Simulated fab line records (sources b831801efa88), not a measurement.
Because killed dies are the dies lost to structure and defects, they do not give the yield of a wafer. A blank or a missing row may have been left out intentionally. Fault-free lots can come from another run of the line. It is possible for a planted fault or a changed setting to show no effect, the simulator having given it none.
Check for tools in common || flow gf180mcu || 36 wafers sampled across 12 lots

REASON IT WAS OPENED
GF_M3_THK_MEAS_06, reading M3_ALCU_THK: flagged on 2 of 12 lots. Wafers without a fault read 444 nm, standard deviation 5.2.
Rule: a lot is flagged in two cases, either no wafer of it has a number, or all its wafers with numbers fall more than 4 standard deviations from that mean. The rest of the lots are taken to be sound.

{"lot": "L295", "measured": "day 20 14:19", "on": "filmMetro-04", "M3_ALCU_THK (nm), wafer by wafer": "444 444 444", "flag": ""}
{"lot": "L301", "measured": "day 22 20:27", "on": "filmMetro-04", "M3_ALCU_THK (nm), wafer by wafer": "441 444 443", "flag": ""}
{"lot": "L299", "measured": "day 22 22:37", "on": "filmMetro-01", "M3_ALCU_THK (nm), wafer by wafer": "442 436 438", "flag": ""}
{"lot": "L300", "measured": "day 22 22:56", "on": "filmMetro-04", "M3_ALCU_THK (nm), wafer by wafer": "441 439 441", "flag": ""}
{"lot": "L303", "measured": "day 23 21:44", "on": "filmMetro-04", "M3_ALCU_THK (nm), wafer by wafer": "442 449 443", "flag": ""}
{"lot": "L307", "measured": "day 25 13:48", "on": "filmMetro-02", "M3_ALCU_THK (nm), wafer by wafer": "408 409 415", "flag": "FLAGGED"}
{"lot": "L309", "measured": "day 26 04:04", "on": "filmMetro-02", "M3_ALCU_THK (nm), wafer by wafer": "442 450 448", "flag": ""}
{"lot": "L311", "measured": "day 26 15:35", "on": "filmMetro-04", "M3_ALCU_THK (nm), wafer by wafer": "440 443 443", "flag": ""}
{"lot": "L310", "measured": "day 26 17:01", "on": "filmMetro-01", "M3_ALCU_THK (nm), wafer by wafer": "410 408 406", "flag": "FLAGGED"}
{"lot": "L314", "measured": "day 27 11:45", "on": "filmMetro-01", "M3_ALCU_THK (nm), wafer by wafer": "456 457 445", "flag": ""}
{"lot": "L315", "measured": "day 27 19:25", "on": "filmMetro-01", "M3_ALCU_THK (nm), wafer by wafer": "450 451 454", "flag": ""}
{"lot": "L316", "measured": "day 27 21:09", "on": "filmMetro-02", "M3_ALCU_THK (nm), wafer by wafer": "451 444 441", "flag": ""}
The mean of the flagged lots' numbers is 409 nm, -35 nm from the usual (-7 standard deviations).

TOOL THAT RAN EACH LOT
The record holds 4 process steps before the reading, out of a route of 602 steps. Each cell gives the tool, then ch followed by the chambers the sampled wafers passed through, then the start.
{"lot": "L295", "flag": "", "GF_V2_CMP_04": "cmp-01 ch 1,2,3, day 19 11:52", "GF_V2_ETCH_16": "rieDiel-04 ch 1,3, day 20 12:35", "GF_V2_CMP_26": "cmp-02 ch 0,2,3, day 20 13:43", "GF_M3_SPUTTER_04": "pvdSputter-01, day 20 14:09"}
{"lot": "L301", "flag": "", "GF_V2_CMP_04": "cmp-02 ch 1,2,3, day 21 19:07", "GF_V2_ETCH_16": "rieDiel-01 ch 2,3, day 22 18:45", "GF_V2_CMP_26": "cmp-01 ch 2,3, day 22 19:49", "GF_M3_SPUTTER_04": "pvdSputter-03, day 22 20:17"}
{"lot": "L299", "flag": "", "GF_V2_CMP_04": "cmp-02 ch 0,2,3, day 21 21:00", "GF_V2_ETCH_16": "rieDiel-02 ch 0,1, day 22 20:53", "GF_V2_CMP_26": "cmp-02 ch 2,3, day 22 21:57", "GF_M3_SPUTTER_04": "pvdSputter-01, day 22 22:26"}
{"lot": "L300", "flag": "", "GF_V2_CMP_04": "cmp-02 ch 1,2,3, day 21 21:25", "GF_V2_ETCH_16": "rieDiel-04 ch 0,1,3, day 22 21:14", "GF_V2_CMP_26": "cmp-01 ch 2,3, day 22 22:20", "GF_M3_SPUTTER_04": "pvdSputter-02, day 22 22:46"}
{"lot": "L303", "flag": "", "GF_V2_CMP_04": "cmp-01 ch 2,3, day 22 20:54", "GF_V2_ETCH_16": "rieDiel-04 ch 0,2,3, day 23 20:02", "GF_V2_CMP_26": "cmp-01 ch 0,1,2, day 23 21:05", "GF_M3_SPUTTER_04": "pvdSputter-03, day 23 21:34"}
{"lot": "L307", "flag": "FLAGGED", "GF_V2_CMP_04": "cmp-01 ch 0,1,2, day 24 09:39", "GF_V2_ETCH_16": "rieDiel-01 ch 0,2, day 25 11:17", "GF_V2_CMP_26": "cmp-02 ch 0,1, day 25 13:12", "GF_M3_SPUTTER_04": "pvdSputter-03, day 25 13:38"}
{"lot": "L309", "flag": "", "GF_V2_CMP_04": "cmp-02 ch 0,1,2, day 25 04:10", "GF_V2_ETCH_16": "rieDiel-02 ch 0,2, day 26 02:21", "GF_V2_CMP_26": "cmp-01 ch 0,1, day 26 03:26", "GF_M3_SPUTTER_04": "pvdSputter-02, day 26 03:55"}
{"lot": "L311", "flag": "", "GF_V2_CMP_04": "cmp-01 ch 1,2,3, day 25 16:25", "GF_V2_ETCH_16": "rieDiel-04 ch 1,2,3, day 26 13:54", "GF_V2_CMP_26": "cmp-01 ch 0,1,2, day 26 14:57", "GF_M3_SPUTTER_04": "pvdSputter-02, day 26 15:26"}
{"lot": "L310", "flag": "FLAGGED", "GF_V2_CMP_04": "cmp-02 ch 2,3, day 25 17:28", "GF_V2_ETCH_16": "rieDiel-02 ch 0,2, day 26 15:18", "GF_V2_CMP_26": "cmp-02 ch 0,1, day 26 16:22", "GF_M3_SPUTTER_04": "pvdSputter-03, day 26 16:50"}
{"lot": "L314", "flag": "", "GF_V2_CMP_04": "cmp-01 ch 0,1, day 26 11:42", "GF_V2_ETCH_16": "rieDiel-02 ch 1,2, day 27 09:09", "GF_V2_CMP_26": "cmp-02 ch 1,2, day 27 11:08", "GF_M3_SPUTTER_04": "pvdSputter-02, day 27 11:34"}
{"lot": "L315", "flag": "", "GF_V2_CMP_04": "cmp-02 ch 0,2,3, day 26 20:51", "GF_V2_ETCH_16": "rieDiel-02 ch 0,1,3, day 27 17:23", "GF_V2_CMP_26": "cmp-02 ch 0,1,3, day 27 18:46", "GF_M3_SPUTTER_04": "pvdSputter-02, day 27 19:15"}
{"lot": "L316", "flag": "", "GF_V2_CMP_04": "cmp-01 ch 0,2,3, day 26 23:35", "GF_V2_ETCH_16": "rieDiel-01 ch 0,2,3, day 27 19:27", "GF_V2_CMP_26": "cmp-02 ch 0,1,3, day 27 20:31", "GF_M3_SPUTTER_04": "pvdSputter-01, day 27 20:59"}
These steps, and what they do:
- GF_V2_CMP_04: polishes SiO2.
- GF_V2_ETCH_16: etches BARC in N2/H2.
- GF_V2_CMP_26: polishes, stops on SiO2, t overpolish 15 s, target thk 0 nm.
- GF_M3_SPUTTER_04: material TiN, target thk 50 nm, time 41.7 s.
- GF_M3_THK_MEAS_06: measures by xrf.

FLAGGED AGAINST TOTAL, ONE TOOL AT A TIME (gauges that did the reading follow at the end)
{"step": "GF_V2_CMP_04", "tool": "cmp-01", "lots run": 6, "flagged": 1, "share of the flagged lots": "some", "sound lots run after its first flagged lot": "3 (L311,L314,L316)"}
{"step": "GF_V2_CMP_04", "tool": "cmp-02", "lots run": 6, "flagged": 1, "share of the flagged lots": "some", "sound lots run after its first flagged lot": "1 (L315)"}
{"step": "GF_V2_ETCH_16", "tool": "rieDiel-01", "lots run": 3, "flagged": 1, "share of the flagged lots": "some", "sound lots run after its first flagged lot": "1 (L316)"}
{"step": "GF_V2_ETCH_16", "tool": "rieDiel-02", "lots run": 5, "flagged": 1, "share of the flagged lots": "some", "sound lots run after its first flagged lot": "2 (L314,L315)"}
{"step": "GF_V2_ETCH_16", "tool": "rieDiel-04", "lots run": 4, "flagged": 0, "share of the flagged lots": "none", "sound lots run after its first flagged lot": "-"}
{"step": "GF_V2_CMP_26", "tool": "cmp-01", "lots run": 5, "flagged": 0, "share of the flagged lots": "none", "sound lots run after its first flagged lot": "-"}
{"step": "GF_V2_CMP_26", "tool": "cmp-02", "lots run": 7, "flagged": 2, "share of the flagged lots": "all", "sound lots run after its first flagged lot": "3 (L314,L315,L316)"}
{"step": "GF_M3_SPUTTER_04", "tool": "pvdSputter-01", "lots run": 3, "flagged": 0, "share of the flagged lots": "none", "sound lots run after its first flagged lot": "-"}
{"step": "GF_M3_SPUTTER_04", "tool": "pvdSputter-02", "lots run": 5, "flagged": 0, "share of the flagged lots": "none", "sound lots run after its first flagged lot": "-"}
{"step": "GF_M3_SPUTTER_04", "tool": "pvdSputter-03", "lots run": 4, "flagged": 2, "share of the flagged lots": "all", "sound lots run after its first flagged lot": 0}
{"step": "GF_M3_THK_MEAS_06", "tool": "filmMetro-01", "lots run": 4, "flagged": 1, "share of the flagged lots": "some", "sound lots run after its first flagged lot": "2 (L314,L315)"}
{"step": "GF_M3_THK_MEAS_06", "tool": "filmMetro-02", "lots run": 3, "flagged": 1, "share of the flagged lots": "some", "sound lots run after its first flagged lot": "2 (L309,L316)"}
{"step": "GF_M3_THK_MEAS_06", "tool": "filmMetro-04", "lots run": 5, "flagged": 0, "share of the flagged lots": "none", "sound lots run after its first flagged lot": "-"}

WHAT IS ALLOWED BY THE TABLE
2 rows of the table ran every flagged lot: cmp-02 at GF_V2_CMP_26, pvdSputter-03 at GF_M3_SPUTTER_04.
- cmp-02 at GF_V2_CMP_26 ran 7 lots, 2 of them flagged. Sound lots followed the first flagged one (L314, L315, L316) on it, something a lasting fault affecting the whole tool could not allow.
- pvdSputter-03 at GF_M3_SPUTTER_04 ran 4 lots, 2 of them flagged. Its last sound lot is L303 (day 23 21:34), its first flagged lot L307 (day 25 13:38): a fault that began between those two fits.
pvdSputter-03 at GF_M3_SPUTTER_04 is the single tool remaining.

WHAT THE SIMULATOR HAD INSERTED
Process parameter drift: pvdSputter-03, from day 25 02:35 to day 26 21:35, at GF_M3_SPUTTER_04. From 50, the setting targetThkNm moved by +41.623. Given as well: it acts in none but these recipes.
Shown lots that were struck: L307, L310. The same result came from the rule above.
